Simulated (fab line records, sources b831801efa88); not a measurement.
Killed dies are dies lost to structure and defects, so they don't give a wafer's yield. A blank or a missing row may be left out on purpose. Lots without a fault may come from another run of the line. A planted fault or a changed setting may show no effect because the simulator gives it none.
Which tool did it? | flow gf180mcu | 7 lots, 21 wafers sampled, at 3 steps of a route of 602

WHAT THE GAUGES READ, wafer by wafer
GF_DUAL_GATE_OVL_MEAS_11.
lot  | measured     | on         | DUAL_GATE_OVL (nm)
L510 | day 8 16:19  | overlay-02 | -1.8 -2.4 -2.2
L512 | day 9 04:52  | overlay-02 | -0.5 0.9 -0.7
L514 | day 9 18:46  | overlay-01 | -0.6 -0.7 -1.2
L517 | day 10 16:33 | overlay-02 | -1.4 -0.3 1.7
L522 | day 12 06:55 | overlay-01 | 0.3 1.9 0.2
L526 | day 13 04:52 | overlay-02 | 1.8 -0.5 1.9
L531 | day 14 21:00 | overlay-02 | 1.0 1.4 -0.4

WHICH TOOL RAN EACH LOT (tool, then ch and the chambers of the sampled wafers, then the start)
lot  | GF_MVSD_IMPLANT_09             | GF_VT_IMPLANT_STRIP_09
L510 | implanter-02 ch 0, day 4 16:25 | plasma_asher-01 ch 0,1, day 5 20:56
L512 | implanter-01 ch 0, day 5 05:06 | plasma_asher-04 ch 0,1, day 6 09:53
L514 | implanter-02 ch 0, day 5 15:33 | plasma_asher-01 ch 0,1, day 6 21:50
L517 | implanter-01 ch 0, day 6 09:16 | plasma_asher-02 ch 0, day 7 17:26
L522 | implanter-02 ch 0, day 7 16:56 | plasma_asher-04 ch 0,1, day 9 02:20
L526 | implanter-02 ch 0, day 8 12:53 | plasma_asher-01 ch 0, day 9 22:56
L531 | implanter-04 ch 0, day 9 21:44 | plasma_asher-04 ch 0,1, day 11 10:20
- GF_MVSD_IMPLANT_09
- GF_VT_IMPLANT_STRIP_09: strips in O2/N2.

THE ANSWER, worked out from the rows above alone
Rule: what is usual is taken from the lots themselves. Put in order of their means at a reading, lots are off if they are a third of the lots or fewer, leave a main group of 4 or more, and stand apart from it by a gap of 3 or more times the standard deviation of the main group's means; of several such gaps the widest counts. A main group whose means are all the same, to the digits that the tables above print for the reading, isn't used. A lot without any number at a reading at which 4 lots or more have one is off too. The other lots that the step has rows for count as sound.
No lot is off at any reading shown: from this, nothing can be told.

WHAT THE SIMULATOR HAD PUT IN
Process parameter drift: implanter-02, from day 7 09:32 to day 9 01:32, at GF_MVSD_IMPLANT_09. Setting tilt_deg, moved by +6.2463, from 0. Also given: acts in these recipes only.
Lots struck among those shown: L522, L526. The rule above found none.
